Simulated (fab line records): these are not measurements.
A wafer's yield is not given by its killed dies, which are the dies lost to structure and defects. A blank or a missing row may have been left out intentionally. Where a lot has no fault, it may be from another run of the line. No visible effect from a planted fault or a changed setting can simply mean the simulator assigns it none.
Which tool did it? || flow sfq line || Sampling: 15 lots, 45 wafers, 2 of 325 route steps

== WHAT THE GAUGES READ, wafer by wafer ==
SFQ_I0_OVL_MEAS_908.
{"lot": "L925", "measured": "day 16 15:44", "on": "overlay-01", "I0_OVL (nm)": "4 -1 -3"}
{"lot": "L926", "measured": "day 16 20:16", "on": "overlay-02", "I0_OVL (nm)": "-9 3 11"}
{"lot": "L928", "measured": "day 16 22:40", "on": "overlay-01", "I0_OVL (nm)": "3 -5 -7"}
{"lot": "L929", "measured": "day 17 01:04", "on": "overlay-02", "I0_OVL (nm)": "0 -7 -2"}
{"lot": "L930", "measured": "day 17 03:28", "on": "overlay-01", "I0_OVL (nm)": "-10 -3 -3"}
{"lot": "L931", "measured": "day 17 04:41", "on": "overlay-01", "I0_OVL (nm)": "5 4 6"}
{"lot": "L932", "measured": "day 17 05:52", "on": "overlay-01", "I0_OVL (nm)": "1 0 3"}
{"lot": "L933", "measured": "day 17 09:28", "on": "overlay-01", "I0_OVL (nm)": "11 8 5"}
{"lot": "L935", "measured": "day 17 13:04", "on": "overlay-02", "I0_OVL (nm)": "4 9 11"}
{"lot": "L937", "measured": "day 17 16:40", "on": "overlay-01", "I0_OVL (nm)": "2 0 3"}
{"lot": "L938", "measured": "day 17 20:16", "on": "overlay-01", "I0_OVL (nm)": "11 4 6"}
{"lot": "L939", "measured": "day 19 10:40", "on": "overlay-02", "I0_OVL (nm)": "-5 12 9"}
{"lot": "L940", "measured": "day 19 11:52", "on": "overlay-01", "I0_OVL (nm)": "3 -1 2"}
{"lot": "L946", "measured": "day 28 10:04", "on": "overlay-02", "I0_OVL (nm)": "9 3 10"}
{"lot": "L947", "measured": "day 28 12:28", "on": "overlay-02", "I0_OVL (nm)": "-1 -1 -3"}

SFQ_I1_OVL_MEAS_913.
{"lot": "L925", "measured": "day 24 21:11", "on": "overlay-01", "I1_OVL (nm)": "15 5 12"}
{"lot": "L926", "measured": "day 24 23:36", "on": "overlay-01", "I1_OVL (nm)": "-1 -3 -2"}
{"lot": "L928", "measured": "day 25 03:11", "on": "overlay-02", "I1_OVL (nm)": "-10 -5 -2"}
{"lot": "L929", "measured": "day 25 04:24", "on": "overlay-01", "I1_OVL (nm)": "1 6 6"}
{"lot": "L930", "measured": "day 25 06:47", "on": "overlay-01", "I1_OVL (nm)": "7 -2 7"}
{"lot": "L931", "measured": "day 25 09:13", "on": "overlay-01", "I1_OVL (nm)": "6 1 4"}
{"lot": "L932", "measured": "day 25 11:35", "on": "overlay-01", "I1_OVL (nm)": "8 7 7"}
{"lot": "L933", "measured": "day 25 12:47", "on": "overlay-02", "I1_OVL (nm)": "0 -5 8"}
{"lot": "L935", "measured": "day 25 18:48", "on": "overlay-01", "I1_OVL (nm)": "6 14 11"}
{"lot": "L937", "measured": "day 25 23:35", "on": "overlay-02", "I1_OVL (nm)": "10 16 10"}
{"lot": "L938", "measured": "day 26 03:11", "on": "overlay-01", "I1_OVL (nm)": "4 10 7"}
{"lot": "L939", "measured": "day 26 04:23", "on": "overlay-02", "I1_OVL (nm)": "6 2 0"}
{"lot": "L940", "measured": "day 26 16:31", "on": "overlay-02", "I1_OVL (nm)": "5 1 4"}
{"lot": "L946", "measured": "day 39 23:08", "on": "overlay-02", "I1_OVL (nm)": "9 6 11"}
{"lot": "L947", "measured": "day 40 03:44", "on": "overlay-01", "I1_OVL (nm)": "-8 -4 -4"}

== EACH LOT AND THE TOOL THAT RAN IT (in order: tool; ch and the chambers of the sampled wafers; start) ==
The record shows no process step preceding these readings.

== WHAT THE TOOLS THEMSELVES READ (means of the sampled wafers that have a number; where no wafer has one, the mark that the record gives instead) ==
The record holds no such reading with a usual standard deviation.

== THE ANSWER, worked out from the rows above alone ==
Rule: usual is defined by the lots themselves. Put in order of their means at a reading, lots are off if they are a third of the lots or fewer, leave a main group of 4 or more, and stand apart from it by a gap of 3 or more times the standard deviation of the main group's means; of several such gaps the widest counts. Not used: any main group whose means are identical at the precision the tables above print for the reading. Also off: a lot with no number at a reading for which 4 or more lots have one. Where the step has rows for the other lots, those lots are counted as sound. First the gauges in route order, then the tools' own readings, where a lot's mean is used as printed above. At the first step where some lot is off, the reading lying furthest off is the one used; lots without a number count as furthest.
None of the lots is off at any reading shown; this tells nothing.

== WHAT THE SIMULATOR PUT IN ==
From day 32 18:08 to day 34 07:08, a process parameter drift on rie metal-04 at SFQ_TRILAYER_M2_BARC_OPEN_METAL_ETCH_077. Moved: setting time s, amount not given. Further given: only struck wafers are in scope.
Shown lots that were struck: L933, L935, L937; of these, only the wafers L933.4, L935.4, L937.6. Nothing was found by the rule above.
